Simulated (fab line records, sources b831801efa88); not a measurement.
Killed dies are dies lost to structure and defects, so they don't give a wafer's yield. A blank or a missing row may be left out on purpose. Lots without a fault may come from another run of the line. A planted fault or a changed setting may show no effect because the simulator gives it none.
Which tool did it? | flow sky130 | 24 lots, 72 wafers sampled, at 6 steps of a route of 708

WHAT THE GAUGES READ, wafer by wafer
The record holds no reading of a measuring or inspecting step that can be judged against a usual standard deviation.

WHICH TOOL RAN EACH LOT (tool, then ch and the chambers of the sampled wafers, then the start)
lot  | SKY_VIA1_CVD_21               | SKY_METAL3_SPUTTER_04        | SKY_METAL3_ETCH_16                | SKY_METAL3_ETCH_17                 | SKY_METAL3_STRIP_19                  | SKY_VIA3_ETCH_14
L074 | cvd_w-01 ch 1, day 34 15:29   | pvd_sputter-04, day 36 22:55 | rie_metal-01 ch 0,1, day 39 03:02 | rie_diel-04 ch 0,1,2, day 39 03:08 | plasma_asher-03 ch 0,1, day 39 03:31 | rie_diel-01 ch 1,3, day 40 05:01
L075 | cvd_w-02 ch 0,1, day 34 15:38 | pvd_sputter-03, day 36 23:55 | rie_metal-02 ch 0, day 39 04:01   | rie_diel-04 ch 0,2,3, day 39 04:13 | plasma_asher-01 ch 0,1, day 39 04:25 | rie_diel-01 ch 0,1,3, day 40 06:07
L076 | cvd_w-02 ch 0,1, day 34 18:38 | pvd_sputter-03, day 37 01:35 | rie_metal-01 ch 0,1, day 39 04:41 | rie_diel-01 ch 0,2,3, day 39 04:47 | plasma_asher-01 ch 0,1, day 39 05:10 | rie_diel-02 ch 1,2,3, day 40 06:46
L078 | cvd_w-01 ch 0,1, day 35 15:24 | pvd_sputter-01, day 37 23:26 | rie_metal-01 ch 0,1, day 40 01:41 | rie_diel-01 ch 0,1,2, day 40 01:47 | plasma_asher-04 ch 0,1, day 40 01:59 | rie_diel-01 ch 2,3, day 41 02:57
L077 | cvd_w-02 ch 1, day 35 16:52   | pvd_sputter-04, day 38 00:20 | rie_metal-02 ch 0,1, day 40 03:04 | rie_diel-01 ch 2,3, day 40 03:10   | plasma_asher-03 ch 0,1, day 40 03:22 | rie_diel-03 ch 1,3, day 41 04:26
L080 | cvd_w-01 ch 0, day 36 00:56   | pvd_sputter-01, day 38 08:11 | rie_metal-03 ch 0,1, day 40 10:37 | rie_diel-01 ch 1,2,3, day 40 10:43 | plasma_asher-01 ch 0,1, day 40 10:55 | rie_diel-02 ch 0,1,2, day 41 12:08
L079 | cvd_w-01 ch 0,1, day 36 02:25 | pvd_sputter-03, day 38 09:26 | rie_metal-01 ch 0,1, day 40 11:37 | rie_diel-02 ch 0,2,3, day 40 11:43 | plasma_asher-01 ch 0,1, day 40 11:55 | rie_diel-01 ch 0,1,2, day 41 13:16
L081 | cvd_w-02 ch 0,1, day 36 09:11 | pvd_sputter-01, day 38 16:25 | rie_metal-03 ch 0,1, day 40 17:32 | rie_diel-04 ch 1,3, day 40 17:38   | plasma_asher-04 ch 0,1, day 40 17:50 | rie_diel-01 ch 0,1, day 41 19:04
L082 | cvd_w-02 ch 0,1, day 36 12:02 | pvd_sputter-04, day 38 19:46 | rie_metal-02 ch 0,1, day 40 20:46 | rie_diel-04 ch 0,1, day 40 20:52   | plasma_asher-03 ch 0,1, day 40 21:04 | rie_diel-02 ch 0,2, day 41 22:25
L083 | cvd_w-01 ch 0,1, day 37 00:31 | pvd_sputter-04, day 39 06:29 | rie_metal-02 ch 0,1, day 41 07:27 | rie_diel-01 ch 1,2, day 41 07:31   | plasma_asher-01 ch 0,1, day 41 07:45 | rie_diel-03 ch 0,1,3, day 42 07:49
L084 | cvd_w-01 ch 0,1, day 37 02:54 | pvd_sputter-04, day 39 09:29 | rie_metal-02 ch 0,1, day 41 11:15 | rie_diel-01 ch 0,1,3, day 41 11:19 | plasma_asher-01 ch 0,1, day 41 11:32 | rie_diel-03 ch 1,2,3, day 42 11:31
L085 | cvd_w-01 ch 0,1, day 37 12:44 | pvd_sputter-01, day 39 18:35 | rie_metal-02 ch 0,1, day 41 19:26 | rie_diel-04 ch 2,3, day 41 19:32   | plasma_asher-01 ch 0,1, day 41 19:44 | rie_diel-01 ch 2,3, day 42 20:28
L087 | cvd_w-02 ch 0,1, day 37 19:55 | pvd_sputter-03, day 40 02:13 | rie_metal-01 ch 0,1, day 42 02:28 | rie_diel-04 ch 0,1,3, day 42 02:34 | plasma_asher-01 ch 0,1, day 42 02:45 | rie_diel-03 ch 0,2,3, day 43 03:22
L086 | cvd_w-01 ch 0,1, day 37 21:28 | pvd_sputter-03, day 40 04:05 | rie_metal-01 ch 0,1, day 42 04:50 | rie_diel-02 ch 1,2, day 42 04:55   | plasma_asher-01 ch 0,1, day 42 05:08 | rie_diel-01 ch 0,1, day 43 05:26
L088 | cvd_w-02 ch 0,1, day 38 00:04 | pvd_sputter-03, day 40 05:13 | rie_metal-02 ch 0,1, day 42 05:34 | rie_diel-04 ch 0,2,3, day 42 05:40 | plasma_asher-01 ch 0,1, day 42 05:52 | rie_diel-01 ch 2,3, day 43 06:10
L089 | cvd_w-01 ch 0,1, day 38 05:19 | pvd_sputter-03, day 40 10:56 | rie_metal-02 ch 0,1, day 42 11:03 | rie_diel-01 ch 2,3, day 42 11:11   | plasma_asher-01 ch 0,1, day 42 11:23 | rie_diel-02 ch 0,1, day 43 11:13
L090 | cvd_w-01 ch 1, day 38 17:06   | pvd_sputter-01, day 40 21:59 | rie_metal-03 ch 0,1, day 42 21:55 | rie_diel-02 ch 0,1,2, day 42 22:01 | plasma_asher-03 ch 0,1, day 42 22:13 | rie_diel-02 ch 2,3, day 43 22:10
L091 | cvd_w-01 ch 0,1, day 39 13:59 | pvd_sputter-01, day 41 18:56 | rie_metal-03 ch 0,1, day 43 17:37 | rie_diel-04 ch 1,2, day 43 17:43   | plasma_asher-04 ch 1, day 43 17:55   | rie_diel-01 ch 0,1,2, day 44 17:46
L092 | cvd_w-01 ch 0,1, day 39 15:25 | pvd_sputter-03, day 41 20:16 | rie_metal-03 ch 0,1, day 43 19:20 | rie_diel-02 ch 0,1,3, day 43 19:26 | plasma_asher-04 ch 0,1, day 43 19:38 | rie_diel-01 ch 1,2,3, day 44 19:25
L093 | cvd_w-01 ch 0,1, day 39 23:19 | pvd_sputter-01, day 42 03:11 | rie_metal-01 ch 0, day 44 02:22   | rie_diel-04 ch 0,2,3, day 44 02:30 | plasma_asher-01 ch 0,1, day 44 02:47 | rie_diel-02 ch 0,1,3, day 45 01:34
L094 | cvd_w-01 ch 0,1, day 40 01:04 | pvd_sputter-03, day 42 04:58 | rie_metal-02 ch 0,1, day 44 02:58 | rie_diel-02 ch 0,1,3, day 44 03:04 | plasma_asher-04 ch 0,1, day 44 03:26 | rie_diel-01 ch 0,1, day 45 02:32
L095 | cvd_w-02 ch 0,1, day 40 15:07 | pvd_sputter-04, day 42 18:14 | rie_metal-02 ch 0,1, day 44 15:40 | rie_diel-02 ch 0,2,3, day 44 15:46 | plasma_asher-04 ch 0,1, day 44 15:58 | rie_diel-01 ch 1,2,3, day 45 14:29
L096 | cvd_w-02 ch 0,1, day 40 17:54 | pvd_sputter-03, day 42 23:25 | rie_metal-03 ch 0,1, day 44 21:05 | rie_diel-02 ch 1,2, day 44 21:11   | plasma_asher-01 ch 0,1, day 44 21:23 | rie_diel-01 ch 0,1,3, day 45 20:32
L097 | cvd_w-01 ch 0,1, day 40 18:36 | pvd_sputter-04, day 43 00:01 | rie_metal-01 ch 0,1, day 44 21:26 | rie_diel-01 ch 0,1,3, day 44 21:32 | plasma_asher-03 ch 0,1, day 44 21:44 | rie_diel-02 ch 0,1,2, day 45 20:46
- SKY_VIA1_CVD_21: deposits W, target thk 270 nm, time 80.902 s.
- SKY_METAL3_SPUTTER_04: material TiN, target thk 70 nm, time 58.3 s.
- SKY_METAL3_ETCH_16: etches BARC in N2/H2, stops on SiO2, time 88.2 s, target depth 60 nm.
- SKY_METAL3_ETCH_17: etches SiO2 in C4F8/O2/Ar, stops on TiN, time 3.9 s, target depth 15 nm.
- SKY_METAL3_STRIP_19: strips in O2/N2.
- SKY_VIA3_ETCH_14: etches BARC in N2/H2, stops on SiO2, time 45.9 s, target depth 60 nm.

WHAT THE TOOLS THEMSELVES READ (means of the sampled wafers that have a number; where no wafer has one, the mark that the record gives instead)
SKY_VIA1_CVD_21. Usual: heater_power_w 840 W, standard deviation 60.
lot  | tool     | heater_power_w (W) | flag
L074 | cvd_w-01 | 846                |
L075 | cvd_w-02 | 912                |
L076 | cvd_w-02 | 908                |
L078 | cvd_w-01 | 783                |
L077 | cvd_w-02 | 935                |
L080 | cvd_w-01 | 754                |
L079 | cvd_w-01 | 796                |
L081 | cvd_w-02 | 919                |
L082 | cvd_w-02 | 903                |
L083 | cvd_w-01 | 817                |
L084 | cvd_w-01 | 821                |
L085 | cvd_w-01 | 809                |
L087 | cvd_w-02 | 914                |
L086 | cvd_w-01 | 809                |
L088 | cvd_w-02 | 923                |
L089 | cvd_w-01 | 808                |
L090 | cvd_w-01 | 850                |
L091 | cvd_w-01 | 808                |
L092 | cvd_w-01 | 796                |
L093 | cvd_w-01 | 803                |
L094 | cvd_w-01 | 815                |
L095 | cvd_w-02 | 866                |
L096 | cvd_w-02 | 860                |
L097 | cvd_w-01 | 814                |

SKY_METAL3_SPUTTER_04. Usual: throttle_valve_pct 29.7 %, standard deviation 1.2.
lot  | tool           | throttle_valve_pct (%) | flag
L074 | pvd_sputter-04 | 29.8                   |
L075 | pvd_sputter-03 | 29.0                   |
L076 | pvd_sputter-03 | 29.6                   |
L078 | pvd_sputter-01 | 30.3                   |
L077 | pvd_sputter-04 | 30.8                   |
L080 | pvd_sputter-01 | 30.6                   |
L079 | pvd_sputter-03 | 29.5                   |
L081 | pvd_sputter-01 | 30.5                   |
L082 | pvd_sputter-04 | 29.1                   |
L083 | pvd_sputter-04 | 29.7                   |
L084 | pvd_sputter-04 | 28.8                   |
L085 | pvd_sputter-01 | 30.4                   |
L087 | pvd_sputter-03 | 28.7                   |
L086 | pvd_sputter-03 | 29.3                   |
L088 | pvd_sputter-03 | 29.1                   |
L089 | pvd_sputter-03 | 29.7                   |
L090 | pvd_sputter-01 | 30.4                   |
L091 | pvd_sputter-01 | 30.7                   |
L092 | pvd_sputter-03 | 28.4                   |
L093 | pvd_sputter-01 | 30.7                   |
L094 | pvd_sputter-03 | 28.2                   |
L095 | pvd_sputter-04 | 30.5                   |
L096 | pvd_sputter-03 | 29.1                   |
L097 | pvd_sputter-04 | 28.7                   |

SKY_METAL3_ETCH_16. Usual: drypump_motor_current_A 5.8 A, standard deviation 0.33; oes_product_au 0.626 a.u., standard deviation 0.0042; throttle_valve_pct 13.205 %, standard deviation 0.0085.
lot  | tool         | drypump_motor_current_A (A) | oes_product_au (a.u.) | throttle_valve_pct (%) | flag
L074 | rie_metal-01 | 5.8                         | 0.628                 | 13.200                 |
L075 | rie_metal-02 | 6.3                         | 0.630                 | 13.207                 |
L076 | rie_metal-01 | 5.8                         | 0.626                 | 13.198                 |
L078 | rie_metal-01 | 5.8                         | 0.625                 | 13.208                 |
L077 | rie_metal-02 | 5.6                         | 0.626                 | 13.212                 |
L080 | rie_metal-03 | 5.8                         | 0.630                 | 13.209                 |
L079 | rie_metal-01 | 5.8                         | 0.627                 | 13.193                 |
L081 | rie_metal-03 | 5.7                         | 0.622                 | 13.207                 |
L082 | rie_metal-02 | 6.0                         | 0.627                 | 13.207                 |
L083 | rie_metal-02 | 6.0                         | 0.630                 | 13.212                 |
L084 | rie_metal-02 | 5.6                         | 0.626                 | 13.203                 |
L085 | rie_metal-02 | 6.0                         | 0.629                 | 13.209                 |
L087 | rie_metal-01 | 5.8                         | 0.621                 | 13.198                 |
L086 | rie_metal-01 | 5.8                         | 0.625                 | 13.204                 |
L088 | rie_metal-02 | 6.0                         | 0.627                 | 13.201                 |
L089 | rie_metal-02 | 6.0                         | 0.626                 | 13.212                 |
L090 | rie_metal-03 | 5.7                         | 0.622                 | 13.214                 |
L091 | rie_metal-03 | 5.8                         | 0.625                 | 13.200                 |
L092 | rie_metal-03 | 5.8                         | 0.626                 | 13.203                 |
L093 | rie_metal-01 | 5.7                         | 0.628                 | 13.208                 |
L094 | rie_metal-02 | 6.0                         | 0.623                 | 13.209                 |
L095 | rie_metal-02 | 5.6                         | 0.627                 | 13.197                 |
L096 | rie_metal-03 | 5.8                         | 0.625                 | 13.202                 |
L097 | rie_metal-01 | 5.8                         | 0.628                 | 13.211                 |

SKY_METAL3_ETCH_17. Usual: oes_product_au 0.755 a.u., standard deviation 0.0097.
lot  | tool        | oes_product_au (a.u.) | flag
L074 | rie_diel-04 | 0.749                 |
L075 | rie_diel-04 | 0.750                 |
L076 | rie_diel-01 | 0.750                 |
L078 | rie_diel-01 | 0.766                 |
L077 | rie_diel-01 | 0.761                 |
L080 | rie_diel-01 | 0.766                 |
L079 | rie_diel-02 | 0.759                 |
L081 | rie_diel-04 | 0.759                 |
L082 | rie_diel-04 | 0.757                 |
L083 | rie_diel-01 | 0.750                 |
L084 | rie_diel-01 | 0.756                 |
L085 | rie_diel-04 | 0.753                 |
L087 | rie_diel-04 | 0.743                 |
L086 | rie_diel-02 | 0.748                 |
L088 | rie_diel-04 | 0.755                 |
L089 | rie_diel-01 | 0.757                 |
L090 | rie_diel-02 | 0.757                 |
L091 | rie_diel-04 | 0.739                 |
L092 | rie_diel-02 | 0.769                 |
L093 | rie_diel-04 | 0.751                 |
L094 | rie_diel-02 | 0.753                 |
L095 | rie_diel-02 | 0.771                 |
L096 | rie_diel-02 | 0.762                 |
L097 | rie_diel-01 | 0.739                 |

SKY_METAL3_STRIP_19. Usual: drypump_motor_current_A 5.7 A, standard deviation 0.52; oes_product_au 0.503 a.u., standard deviation 0.006; strip_time_to_endpoint_s 6.55 s, standard deviation 0.09.
lot  | tool            | drypump_motor_current_A (A) | oes_product_au (a.u.) | strip_time_to_endpoint_s (s) | flag
L074 | plasma_asher-03 | 5.5                         | 0.503                 | 6.52                         |
L075 | plasma_asher-01 | 5.5                         | 0.502                 | 6.51                         |
L076 | plasma_asher-01 | 5.8                         | 0.502                 | 6.54                         |
L078 | plasma_asher-04 | 6.1                         | 0.502                 | 6.50                         |
L077 | plasma_asher-03 | 5.4                         | 0.503                 | 6.55                         |
L080 | plasma_asher-01 | 5.8                         | 0.493                 | 6.54                         |
L079 | plasma_asher-01 | 5.5                         | 0.499                 | 6.49                         |
L081 | plasma_asher-04 | 6.2                         | 0.514                 | 6.68                         |
L082 | plasma_asher-03 | 5.5                         | 0.499                 | 6.49                         |
L083 | plasma_asher-01 | 5.5                         | 0.497                 | 6.43                         |
L084 | plasma_asher-01 | 5.5                         | 0.502                 | 6.53                         |
L085 | plasma_asher-01 | 5.8                         | 0.498                 | 6.56                         |
L087 | plasma_asher-01 | 5.8                         | 0.505                 | 6.60                         |
L086 | plasma_asher-01 | 5.8                         | 0.499                 | 6.51                         |
L088 | plasma_asher-01 | 5.8                         | 0.502                 | 6.50                         |
L089 | plasma_asher-01 | 5.5                         | 0.502                 | 6.56                         |
L090 | plasma_asher-03 | 5.5                         | 0.504                 | 6.60                         |
L091 | plasma_asher-04 | 6.5                         | 0.506                 | 6.61                         |
L092 | plasma_asher-04 | 6.2                         | 0.504                 | 6.57                         |
L093 | plasma_asher-01 | 5.8                         | 0.501                 | 6.56                         |
L094 | plasma_asher-04 | 6.3                         | 0.506                 | 6.73                         |
L095 | plasma_asher-04 | 6.3                         | 0.505                 | 6.51                         |
L096 | plasma_asher-01 | 5.5                         | 0.511                 | 6.66                         |
L097 | plasma_asher-03 | 5.5                         | 0.503                 | 6.54                         |

SKY_VIA3_ETCH_14. Usual: drypump_motor_current_A 5.8 A, standard deviation 0.52; oes_product_au 0.856 a.u., standard deviation 0.0049; throttle_valve_pct 13.225 %, standard deviation 0.0088.
lot  | tool        | drypump_motor_current_A (A) | oes_product_au (a.u.) | throttle_valve_pct (%) | flag
L074 | rie_diel-01 | 5.1                         | 0.860                 | 13.219                 |
L075 | rie_diel-01 | 5.4                         | 0.855                 | 13.229                 |
L076 | rie_diel-02 | 6.2                         | 0.856                 | 13.231                 |
L078 | rie_diel-01 | 6.1                         | 0.858                 | 13.225                 |
L077 | rie_diel-03 | 5.3                         | 0.861                 | 13.228                 |
L080 | rie_diel-02 | 6.0                         | 0.855                 | 13.238                 |
L079 | rie_diel-01 | 5.8                         | 0.855                 | 13.227                 |
L081 | rie_diel-01 | 5.6                         | 0.854                 | 13.219                 |
L082 | rie_diel-02 | 6.0                         | 0.857                 | 13.232                 |
L083 | rie_diel-03 | 5.6                         | 0.852                 | 13.225                 |
L084 | rie_diel-03 | 5.5                         | 0.854                 | 13.221                 |
L085 | rie_diel-01 | 6.1                         | 0.856                 | 13.226                 |
L087 | rie_diel-03 | 5.7                         | 0.854                 | 13.223                 |
L086 | rie_diel-01 | 5.5                         | 0.856                 | 13.222                 |
L088 | rie_diel-01 | 5.7                         | 0.855                 | 13.220                 |
L089 | rie_diel-02 | 6.0                         | 0.853                 | 13.221                 |
L090 | rie_diel-02 | 6.3                         | 0.860                 | 13.226                 |
L091 | rie_diel-01 | 5.8                         | 0.851                 | 13.220                 |
L092 | rie_diel-01 | 5.6                         | 0.855                 | 13.225                 |
L093 | rie_diel-02 | 6.1                         | 0.863                 | 13.230                 |
L094 | rie_diel-01 | 5.3                         | 0.857                 | 13.226                 |
L095 | rie_diel-01 | 5.6                         | 0.850                 | 13.223                 |
L096 | rie_diel-01 | 5.4                         | 0.854                 | 13.231                 |
L097 | rie_diel-02 | 6.0                         | 0.859                 | 13.229                 |

THE ANSWER, worked out from the rows above alone
Rule: a lot is off if the mean of its wafers that have a number lies more than 3 standard deviations from the usual mean. A lot without any number at a reading at which 4 lots or more have one is off too. The other lots that the step has rows for count as sound. The gauges are gone through in route order, then the tools' own readings, and for those a lot's mean is taken as printed above. The first step at which some lot is off is used, and at that step the reading that is off furthest; a lot without a number counts as furthest.
No lot is off at any reading shown: from this, nothing can be told.

WHAT THE SIMULATOR HAD PUT IN
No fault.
